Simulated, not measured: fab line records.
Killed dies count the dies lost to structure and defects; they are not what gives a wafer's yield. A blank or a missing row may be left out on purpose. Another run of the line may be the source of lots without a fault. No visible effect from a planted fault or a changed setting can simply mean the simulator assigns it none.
A lot that was struck, set against a sound lot | flow gf180mcu | 15 steps out of a route of 602
Sound: the wafers L460.1, L460.2, L460.4. Wafers L467.3, L467.5, L467.6 were the ones struck. The cause comes at the end.
Per side, at each step with rows, come the tool, then ch with its chambers, and then its first start. Under that, the readings that differ: sound wafers | struck wafers | difference of the means | sigmas: that difference in standard deviations of wafers without a fault.
alike: readings whose means differ by less than 2 such deviations, and words and numbers that are the same on both sides. not compared: withheld readings, readings that some wafer has no value for, bounds like >300 that may hide the same value, and numbers for which the record gives no deviation and whose values overlap.
The two part at a step that has a row with sigmas, a row that says differs or no value, or rows on one side only. Numbers that don't overlap but have no deviation are shown without sigmas and don't part them. Lack of a reading on every wafer of one side parts them only where that side has two or more wafers.

first, 2 steps without rows for these wafers: GF_V1_STRIP_19 (strips in post etch residue remover, time 1200 s); GF_V1_CLEAN_20 (cleans in DIW).
GF_V1_SPUTTER_21: material Ti, target thk 15 nm, time 80.02 s.
  sound on pvdSputter-01, day 21 01:59; struck on pvdSputter-03, day 23 09:15
  alike: cathodeDcPowerW, chamberPressurePa, throttleValvePct
GF_V1_SPUTTER_22: material TiN, target thk 10 nm, time 40 s.
  sound on pvdSputter-01, day 21 02:02; struck on pvdSputter-03, day 23 09:19
  alike: cathodeDcPowerW, chamberPressurePa, throttleValvePct
then, 1 step without rows for these wafers: GF_V1_CVD_23 (deposits W, target thk 350 nm, time 105.05 s).
GF_V1_RS_MEAS_24: measures by four-point-probe.
  sound on filmMetro-01, day 21 02:12; struck on filmMetro-02, day 23 09:30
  alike: V1_W_RS
GF_V1_THK_MEAS_25: measures by xrf.
  sound on filmMetro-01, day 21 02:19; struck on filmMetro-02, day 23 09:36
  alike: V1_W_THK
GF_V1_CMP_26: polishes, stops on SiO2, t overpolish 15 s, target thk 0 nm.
  sound on cmp-02 ch 0,2,3, day 21 02:26; struck on cmp-01 ch 0,1, day 23 09:38
  alike: motorCurrentA, overpolishRunS, timeToEndpointS
GF_M2_SPUTTER_00: material Ti, target thk 37.5 nm, time 150 s.
  sound on pvdSputter-04, day 21 02:41; struck on pvdSputter-02, day 23 09:56
  alike: cathodeDcPowerW, chamberPressurePa, throttleValvePct
then, 1 step without rows for these wafers: GF_M2_SPUTTER_01 (material TiN, target thk 30 nm, time 25 s).
GF_M2_SPUTTER_02: material AlCu, target thk 450 nm, time 23.9 s.
  sound on pvdSputter-04, day 21 02:49; struck on pvdSputter-02, day 23 10:04
  alike: cathodeDcPowerW, chamberPressurePa, throttleValvePct
then, 1 step without rows for these wafers: GF_M2_SPUTTER_03 (material Ti, target thk 10 nm, time 6.7 s).
GF_M2_SPUTTER_04: material TiN, target thk 50 nm, time 41.7 s.
  sound on pvdSputter-04, day 21 02:52; struck on pvdSputter-02, day 23 10:07
  no value came back on the struck wafers for cathodeDcPowerW (W), chamberPressurePa (Pa), throttleValvePct (%); on the sound wafers cathodeDcPowerW (W) reads 6499.3 6497.7 6498.3
GF_M2_THK_MEAS_06: measures by xrf.
  sound on filmMetro-03, day 21 03:01; struck on filmMetro-01, day 23 10:18
reading          | sound       | struck      | difference | sigmas
M2_ALCU_THK (nm) | 443 443 444 | 507 504 499 | +60        | +14
then, 1 step without rows for these wafers: GF_M2_DEHYDRATE_07 (time 60 s).

WHERE THEY PART
Earliest at GF_M2_SPUTTER_04; latest, in this record, at GF_M2_THK_MEAS_06.

WHY: whatever the simulator had introduced
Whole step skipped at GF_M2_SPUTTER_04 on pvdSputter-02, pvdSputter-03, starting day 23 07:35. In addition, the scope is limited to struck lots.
